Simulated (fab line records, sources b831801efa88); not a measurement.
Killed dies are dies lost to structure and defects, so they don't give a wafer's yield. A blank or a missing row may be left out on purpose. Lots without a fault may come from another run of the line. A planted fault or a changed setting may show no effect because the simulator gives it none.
Chamber matching | flow gf180mcu | GF_POLY_GATE_ETCH_13 on rie_si-01: 4 sister chambers
The step etches poly-Si in HBr/Cl2, stops on SiO2, target depth 198.5 nm, time 69.6 s. 14 wafers are shown with their chamber, then 7 later ones without.

WAFERS WITH THEIR CHAMBER
wafer  | chamber | oes_product_au (a.u.) | rf_fwd_power_W (W) | throttle_valve_pct (%)
L592.3 | 1       | 1.010                 | 395.8              | 33.698
L592.4 | 2       | 1.010                 | 397.7              | 33.671
L592.6 | 0       | 0.978                 | 397.2              | 33.689
L595.1 | 3       | 0.998                 | 397.1              | 33.673
L595.3 | 0       | 0.981                 | 397.7              | 33.681
L595.6 | 1       | 0.994                 | 396.5              | 33.670
L596.2 | 1       | 0.994                 | 395.8              | 33.697
L596.3 | 3       | 0.999                 | 400.8              | 33.685
L596.4 | 2       | 1.003                 | 398.0              | 33.678
L602.4 | 1       | 0.993                 | 396.9              | 33.693
L602.5 | 2       | 0.985                 | 397.6              | 33.683
L602.6 | 1       | 0.990                 | 396.6              | 33.680
L603.1 | 1       | 0.988                 | 397.2              | 33.683
L603.4 | 2       | 1.005                 | 396.0              | 33.681

SIGNATURES (means of the wafers above)
reading            | chamber 0 | chamber 1 | chamber 2 | chamber 3 | scatter within a chamber
oes_product_au     | 0.97950   | 0.99483   | 1.00075   | 0.99850   | 0.00816
rf_fwd_power_W     | 397.450   | 396.467   | 397.325   | 398.950   | 1.05
throttle_valve_pct | 33.68500  | 33.68683  | 33.67825  | 33.67900  | 0.00893
Rule: a wafer's distance from a chamber is the root of the sum, over the readings, of the square of ((its reading less the chamber's mean) divided by the reading's scatter). The wafer belongs to the nearest chamber; if the next one is less than 2 further off, it can't be placed. The scatter: the root of (the sum of the squares of (reading less its chamber's mean) over the shown wafers, divided by (wafers less chambers)).

WAFERS WITHOUT THEIR CHAMBER
wafer  | oes_product_au (a.u.) | rf_fwd_power_W (W) | throttle_valve_pct (%)
L603.6 | 0.989                 | 396.7              | 33.674
L604.1 | 0.983                 | 397.0              | 33.691
L604.4 | 0.980                 | 395.5              | 33.679
L604.5 | 0.980                 | 396.4              | 33.673
L606.3 | 0.993                 | 398.3              | 33.675
L606.4 | 0.987                 | 399.8              | 33.690
L606.6 | 0.992                 | 396.1              | 33.669

WHICH CHAMBER EACH WENT THROUGH
wafer  | from the rows above               | in truth
L603.6 | can't be placed: 1 or 2 or 0 or 3 | 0
L604.1 | can't be placed: 0 or 1 or 2      | 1
L604.4 | can't be placed: 0 or 1 or 2      | 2
L604.5 | can't be placed: 0 or 1 or 2 or 3 | 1
L606.3 | can't be placed: 3 or 2 or 0 or 1 | 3
L606.4 | can't be placed: 3 or 0 or 2 or 1 | 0
L606.6 | can't be placed: 2 or 1 or 0 or 3 | 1
Placed correctly: 0 of 7. Can't be placed from these rows: 7 (the true chamber is among the candidates in 7). Placed wrongly: 0.
